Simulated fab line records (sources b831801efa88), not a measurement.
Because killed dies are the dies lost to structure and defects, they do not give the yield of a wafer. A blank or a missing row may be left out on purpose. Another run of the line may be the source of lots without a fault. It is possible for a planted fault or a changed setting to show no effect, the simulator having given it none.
Which of the tools did it? + flow sfqLine + Sampling: 14 lots, 42 wafers, 4 of 325 route steps

## WHAT THE GAUGES READ, wafer by wafer
SFQ_M4_OVL_MEAS_926.
| lot  | measured     | on         | M4_OVL (nm) |
|------|--------------|------------|-------------|
| L529 | day 36 10:54 | overlay-01 | 5 10 4      |
| L530 | day 36 20:30 | overlay-02 | -1 -3 -2    |
| L531 | day 36 22:00 | overlay-02 | 8 11 10     |
| L532 | day 36 23:02 | overlay-02 | -6 -2 4     |
| L533 | day 37 00:14 | overlay-02 | -5 -5 1     |
| L534 | day 44 18:55 | overlay-01 | 2 6 11      |
| L535 | day 45 05:43 | overlay-02 | -3 -6 -6    |
| L536 | day 45 17:30 | overlay-01 | -11 -6 -15  |
| L537 | day 46 06:41 | overlay-01 | -6 -3 -9    |
| L544 | day 48 23:29 | overlay-01 | 4 -4 -1     |
| L545 | day 49 01:53 | overlay-01 | 5 1 6       |
| L546 | day 49 17:25 | overlay-01 | -3 -3 -1    |
| L548 | day 50 04:20 | overlay-01 | -11 -8 -9   |
| L551 | day 51 04:20 | overlay-01 | 1 3 0       |

SFQ_JJ_RS_MEAS_929: measurement is done with a four-point probe.
| lot  | measured     | on           | JJ_NB_RS (ohm/sq) |
|------|--------------|--------------|-------------------|
| L529 | day 37 04:49 | filmMetro-01 | 1.054 1.064 1.041 |
| L530 | day 43 10:09 | filmMetro-01 | 1.067 1.056 1.071 |
| L531 | day 43 12:33 | filmMetro-02 | 1.036 1.030 1.030 |
| L532 | day 43 13:45 | filmMetro-04 | 1.067 1.055 1.060 |
| L533 | day 43 14:59 | filmMetro-01 | 1.042 1.049 1.040 |
| L534 | day 45 04:43 | filmMetro-02 | 1.038 1.036 1.048 |
| L535 | day 51 08:54 | filmMetro-02 | 1.048 1.028 1.487 |
| L536 | day 52 11:05 | filmMetro-02 | 1.035 1.034 1.027 |
| L537 | day 52 18:15 | filmMetro-04 | 1.057 1.051 1.507 |
| L544 | day 55 11:01 | filmMetro-04 | 1.050 1.038 1.037 |
| L545 | day 55 14:37 | filmMetro-04 | 1.058 1.047 1.046 |
| L546 | day 56 16:59 | filmMetro-01 | 1.059 1.058 1.064 |
| L548 | day 57 07:22 | filmMetro-02 | 1.037 1.042 1.044 |
| L551 | day 58 05:44 | filmMetro-04 | 1.067 1.050 1.050 |

## WHICH TOOL RAN EACH LOT (tool, then ch and the chambers of the sampled wafers, then the start)
| lot  | SFQ_TRILAYER_M3_STRIP_STRIP_079  | SFQ_TRILAYER_JJ_TRILAYER_DEP_SPUTTER_112 |
|------|----------------------------------|------------------------------------------|
| L529 | rieMetal-04 ch 0,1, day 29 00:28 | pvdSputter-03, day 37 04:44              |
| L530 | rieMetal-03 ch 0, day 29 10:04   | pvdSputter-03, day 43 10:04              |
| L531 | rieMetal-01 ch 0,1, day 29 19:40 | pvdSputter-05, day 43 12:28              |
| L532 | rieMetal-01 ch 0,1, day 30 01:43 | pvdSputter-06, day 43 13:40              |
| L533 | rieMetal-01 ch 0,1, day 30 10:23 | pvdSputter-03, day 43 14:52              |
| L534 | rieMetal-04 ch 0, day 31 10:15   | pvdSputter-06, day 45 04:38              |
| L535 | rieMetal-04 ch 0, day 31 19:51   | pvdSputter-06, day 51 08:49              |
| L536 | rieMetal-04 ch 0,1, day 32 06:40 | pvdSputter-05, day 52 10:57              |
| L537 | rieMetal-03 ch 0,1, day 32 20:41 | pvdSputter-06, day 52 18:09              |
| L544 | rieMetal-04 ch 0,1, day 35 20:43 | pvdSputter-05, day 55 10:55              |
| L545 | rieMetal-01 ch 0, day 36 06:43   | pvdSputter-03, day 55 14:31              |
| L546 | rieMetal-04 ch 0,1, day 36 21:55 | pvdSputter-05, day 56 16:55              |
| L548 | rieMetal-01 ch 0,1, day 37 12:27 | pvdSputter-05, day 57 07:18              |
| L551 | rieMetal-03 ch 0,1, day 38 17:15 | pvdSputter-05, day 58 05:39              |
- SFQ_TRILAYER_M3_STRIP_STRIP_079: strips in O2.
- SFQ_TRILAYER_JJ_TRILAYER_DEP_SPUTTER_112: material Nb, target thk 170 nm, time 113.3 s.

## AS READ BY THE TOOLS THEMSELVES (means over the sampled wafers that have a number; for cases with no such wafer, the mark the record gives instead)
SFQ_TRILAYER_M3_STRIP_STRIP_079.
| lot  | tool        | drypumpMotorCurrentA (A) | oesProductAu (a.u.) |
|------|-------------|--------------------------|---------------------|
| L529 | rieMetal-04 | 5.57                     | 0.998               |
| L530 | rieMetal-03 | 5.21                     | 1.009               |
| L531 | rieMetal-01 | 5.54                     | 1.011               |
| L532 | rieMetal-01 | 5.45                     | 1.001               |
| L533 | rieMetal-01 | 5.51                     | 1.012               |
| L534 | rieMetal-04 | 5.58                     | 1.015               |
| L535 | rieMetal-04 | 5.58                     | 1.005               |
| L536 | rieMetal-04 | 5.56                     | 1.004               |
| L537 | rieMetal-03 | 5.39                     | 1.017               |
| L544 | rieMetal-04 | 5.57                     | 1.006               |
| L545 | rieMetal-01 | 5.43                     | 0.997               |
| L546 | rieMetal-04 | 5.57                     | 1.003               |
| L548 | rieMetal-01 | 5.52                     | 0.994               |
| L551 | rieMetal-03 | 5.39                     | 1.001               |

SFQ_TRILAYER_JJ_TRILAYER_DEP_SPUTTER_112.
| lot  | tool          | throttleValvePct (%) |
|------|---------------|----------------------|
| L529 | pvdSputter-03 | 28.9                 |
| L530 | pvdSputter-03 | 30.2                 |
| L531 | pvdSputter-05 | 29.6                 |
| L532 | pvdSputter-06 | 28.7                 |
| L533 | pvdSputter-03 | 29.8                 |
| L534 | pvdSputter-06 | 28.7                 |
| L535 | pvdSputter-06 | 29.2                 |
| L536 | pvdSputter-05 | 29.0                 |
| L537 | pvdSputter-06 | 29.3                 |
| L544 | pvdSputter-05 | 29.4                 |
| L545 | pvdSputter-03 | 29.2                 |
| L546 | pvdSputter-05 | 28.9                 |
| L548 | pvdSputter-05 | 29.7                 |
| L551 | pvdSputter-05 | 28.9                 |

## THE ANSWER, worked out from the rows above alone
Rule: what is usual is taken from the lots themselves. The widest of any qualifying gaps counts: lots, ordered by their means at a reading, are off when they make up no more than a third of the lots, leave a main group of 4 or more, and stand apart from it by 3 or more times the standard deviation of that group's means. The tables above print the reading to a certain number of digits; a main group whose means all agree to those digits is not used. A lot without any number at a reading at which 4 lots or more have one is off too. Where the step has rows for the other lots, those lots are counted as sound. After the gauges, taken in route order, come the tools' own readings; for these a lot's mean is taken, as printed above. At the first step where some lot is off, the reading lying furthest off is the one used; lots without a number count as furthest.
Off: L535, L537, seen at SFQ_JJ_RS_MEAS_929 (JJ_NB_RS). For the main group the mean is 1.048 ohm/sq and the standard deviation 0.011.
If a tool, at a process step before that reading, ran all the lots that are off and no sound lot after the first of them, it fits. The gauges at SFQ_JJ_RS_MEAS_929 are tried like those tools. One candidate fits, namely pvdSputter-06 at SFQ_TRILAYER_JJ_TRILAYER_DEP_SPUTTER_112. A fault onset in the window from L534 (day 45 04:38, its last sound lot) to L535 (day 51 08:49, its first lot off) fits.

## WHAT THE SIMULATOR PUT IN
Site profile drift: pvdSputter-06, from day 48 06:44 on, at SFQ_TRILAYER_JJ_TRILAYER_DEP_SPUTTER_112. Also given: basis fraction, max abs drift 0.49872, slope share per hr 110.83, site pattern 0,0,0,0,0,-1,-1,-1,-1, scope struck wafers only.
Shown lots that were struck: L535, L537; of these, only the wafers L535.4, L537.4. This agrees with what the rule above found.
